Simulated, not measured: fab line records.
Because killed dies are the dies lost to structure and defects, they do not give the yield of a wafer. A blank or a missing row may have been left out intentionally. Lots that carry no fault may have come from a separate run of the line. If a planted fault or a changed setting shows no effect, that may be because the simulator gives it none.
Which tool is to blame? / flow gf180mcu / Sampling: 11 lots, 33 wafers, 4 of 602 route steps

== WHAT THE GAUGES READ, wafer by wafer ==
GF_M3_RS_MEAS_05: a four-point-probe measurement.
lot=L196; measured=day 20 19:34; on=filmMetro-02; M3_ALCU_RS (ohm/sq)=0.0707 0.0710 0.0697
lot=L198; measured=day 21 10:07; on=filmMetro-01; M3_ALCU_RS (ohm/sq)=0.0701 0.0691 0.0704
lot=L199; measured=day 21 18:34; on=filmMetro-03; M3_ALCU_RS (ohm/sq)=0.0723 0.0708 0.0703
lot=L202; measured=day 22 22:08; on=filmMetro-03; M3_ALCU_RS (ohm/sq)=0.0693 0.0704 0.0692 0.0693 0.0704 0.0692
lot=L203; measured=day 23 02:53; on=filmMetro-01; M3_ALCU_RS (ohm/sq)=0.0709 0.0711 0.0708 0.0710 0.0711 0.0708
lot=L211; measured=day 25 23:17; on=filmMetro-03; M3_ALCU_RS (ohm/sq)=0.0708 0.0709 0.0705
lot=L212; measured=day 26 06:19; on=filmMetro-01; M3_ALCU_RS (ohm/sq)=0.0701 0.0703 0.0702
lot=L213; measured=day 26 14:05; on=filmMetro-02; M3_ALCU_RS (ohm/sq)=0.0703 0.0699 0.0697
lot=L214; measured=day 27 07:45; on=filmMetro-01; M3_ALCU_RS (ohm/sq)=0.0694 0.0693 0.0688
lot=L217; measured=day 27 19:11; on=filmMetro-01; M3_ALCU_RS (ohm/sq)=0.0686 0.0686 0.0687
lot=L218; measured=day 28 02:01; on=filmMetro-02; M3_ALCU_RS (ohm/sq)=0.0690 0.0693 0.0690

== WHAT TOOL EACH LOT RAN ON (gives the tool, then ch and the chambers of the sampled wafers, and finally the start) ==
lot=L196; GF_V2_SPUTTER_21=pvdSputter-04, day 20 18:37; GF_M3_SPUTTER_00=pvdSputter-03, day 20 19:19; GF_M3_SPUTTER_01=pvdSputter-03, day 20 19:25
lot=L198; GF_V2_SPUTTER_21=pvdSputter-04, day 21 09:11; GF_M3_SPUTTER_00=pvdSputter-03, day 21 09:53; GF_M3_SPUTTER_01=pvdSputter-03, day 21 09:59
lot=L199; GF_V2_SPUTTER_21=pvdSputter-02, day 21 17:38; GF_M3_SPUTTER_00=pvdSputter-04, day 21 18:20; GF_M3_SPUTTER_01=pvdSputter-04, day 21 18:26
lot=L202; GF_V2_SPUTTER_21=pvdSputter-03, day 22 21:11; GF_M3_SPUTTER_00=pvdSputter-04, day 22 21:53; GF_M3_SPUTTER_01=pvdSputter-04, day 22 21:59
lot=L203; GF_V2_SPUTTER_21=pvdSputter-04, day 23 01:58; GF_M3_SPUTTER_00=pvdSputter-03, day 23 02:39; GF_M3_SPUTTER_01=pvdSputter-03, day 23 02:45
lot=L211; GF_V2_SPUTTER_21=pvdSputter-04, day 25 22:21; GF_M3_SPUTTER_00=pvdSputter-01, day 25 23:02; GF_M3_SPUTTER_01=pvdSputter-01, day 25 23:08
lot=L212; GF_V2_SPUTTER_21=pvdSputter-03, day 26 05:24; GF_M3_SPUTTER_00=pvdSputter-04, day 26 06:05; GF_M3_SPUTTER_01=pvdSputter-04, day 26 06:11
lot=L213; GF_V2_SPUTTER_21=pvdSputter-03, day 26 13:09; GF_M3_SPUTTER_00=pvdSputter-03, day 26 13:50; GF_M3_SPUTTER_01=pvdSputter-03, day 26 13:56
lot=L214; GF_V2_SPUTTER_21=pvdSputter-04, day 27 06:47; GF_M3_SPUTTER_00=pvdSputter-04, day 27 07:29; GF_M3_SPUTTER_01=pvdSputter-04, day 27 07:35
lot=L217; GF_V2_SPUTTER_21=pvdSputter-04, day 27 18:16; GF_M3_SPUTTER_00=pvdSputter-04, day 27 18:57; GF_M3_SPUTTER_01=pvdSputter-04, day 27 19:03
lot=L218; GF_V2_SPUTTER_21=pvdSputter-02, day 28 01:05; GF_M3_SPUTTER_00=pvdSputter-04, day 28 01:47; GF_M3_SPUTTER_01=pvdSputter-04, day 28 01:53
- GF_V2_SPUTTER_21: material Ti, target thk 15 nm, time 80.02 s.
- GF_M3_SPUTTER_00: material Ti, target thk 37.5 nm, time 150 s.
- GF_M3_SPUTTER_01: material TiN, target thk 30 nm, time 25 s.

== THE ANSWER, worked out from the rows above alone ==
Rule: the lots themselves supply what counts as usual. Put in order of their means at a reading, lots are off if they are a third of the lots or fewer, leave a main group of 4 or more, and stand apart from it by a gap of 3 or more times the standard deviation of the main group's means; of several such gaps the widest counts. A main group is skipped when, at the precision printed for the reading in the tables above, its means are all equal. Also off: a lot with no number at a reading for which 4 or more lots have one. Any other lot the step has rows for is counted as sound.
Nothing can be told from this: no lot is off at any reading shown.

== WHAT WAS PUT IN BY THE SIMULATOR ==
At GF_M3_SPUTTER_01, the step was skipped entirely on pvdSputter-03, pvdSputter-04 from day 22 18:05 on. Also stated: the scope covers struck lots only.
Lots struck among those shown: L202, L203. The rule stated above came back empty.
